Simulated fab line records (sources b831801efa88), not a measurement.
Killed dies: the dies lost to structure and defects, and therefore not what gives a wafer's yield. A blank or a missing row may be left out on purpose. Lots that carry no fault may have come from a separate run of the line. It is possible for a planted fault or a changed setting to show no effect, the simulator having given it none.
Problem report in the 8D (eight disciplines) form, filled by code	flow gf180mcu	the parts of the form that need people (team, actions taken, sign-off) are left out

## 1. THE ISSUE
M2_ALCU_RS at GF_M2_RS_MEAS_05 reads a mean of 0.1077 ohm/sq on 2 wafers of 2 lots; wafers without a fault read 0.0693 ohm/sq with a standard deviation of 0.00054. Measured from the usual mean, that is +71 standard deviations.
The step: measures by four-point-probe.
First observed at day 23 09:50: wafer L993.4, on film_metro-04. At this step, 34 wafers from 12 lots have a number in the record. By rule, "out" or "out of limits" means more than 4 standard deviations away from the usual mean. The other wafers with a number count as sound.

## 2. WHAT IT IS, AND WHAT IT ISN'T
question	is	is not
which readings at this step	M2_ALCU_RS	-
which lots	L993, L994	L100, L102, L979, L980, L983, L985, L986, L987, L988, L999
which wafers of those lots	L993.4, L994.1	L993.6, L994.6
read on which gauges	film_metro-04	film_metro-02, film_metro-03
when	from day 23 09:50	up to then (22 sound wafers); but 10 sound wafers of L100, L102, L994, L999 came after

## 3. THE SUSPECTS, EACH WITH WHAT RULES IT OUT
Counting: a tool at a process step up to the reading stays a suspect if it ran every lot that is out. Sound lots after the first of them don't rule it out here, since some wafers of a struck lot are sound.
- the gauge at GF_M2_RS_MEAS_05: kept. All the wafers that are out were read on film_metro-04, and no step on other tools shows them out.
- pvd_sputter-04 at GF_M2_SPUTTER_01 (material TiN, target thk 30 nm, time 25 s): kept. Ran every lot that is out, first one L993 (day 23 09:40); last sound lot up to then L980 (day 19 03:32).
- pvd_sputter-04 at GF_M2_SPUTTER_02 (material AlCu, target thk 450 nm, time 23.9 s): kept. Ran every lot that is out, first one L993 (day 23 09:42); last sound lot up to then L980 (day 19 03:34).
Left after counting: pvd_sputter-04 at GF_M2_SPUTTER_01, pvd_sputter-04 at GF_M2_SPUTTER_02, film_metro-04 at GF_M2_RS_MEAS_05.

## 4. THE CAUSE (what the simulator had put in)
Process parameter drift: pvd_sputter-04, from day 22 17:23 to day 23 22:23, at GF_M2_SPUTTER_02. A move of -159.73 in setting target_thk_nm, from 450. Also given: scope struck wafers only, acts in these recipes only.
Of the 3 suspects that counting leaves, this tool is one.

## 5. THE EFFECT CHAIN, in route order
Each row: a reading where the mean over the struck wafers with a number is more than 3 standard deviations away from the usual. Only readings whose record carries a usual standard deviation are examined. hours: median over the lots of the time between each lot's start at the first step of this table that gives one and its start at this step. sigmas: the change, counted in usual standard deviations.
hours	step	reading	usual	on struck wafers	change	sigmas
0	GF_M2_RS_MEAS_05	M2_ALCU_RS	0.0693 ohm/sq	0.1077	+0.0384	+71
0	GF_M2_THK_MEAS_06	M2_ALCU_THK	451 nm	292	-158	-30

## 6. WHAT WOULD HAVE CAUGHT IT SOONER
The first out-of-limits reading at a measuring or inspecting step in this record came at day 23 09:50, 16 hours after the fault's start at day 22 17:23.
Tool readings at GF_M2_SPUTTER_02 with a usual standard deviation given in the record: none out on any struck wafer, hence no alarm at a limit of 4 standard deviations on them.
Lots out: 2; of these, L994 started GF_M2_SPUTTER_02 on pvd_sputter-04 after day 23 09:50. Holding the tool at that time would have saved it.
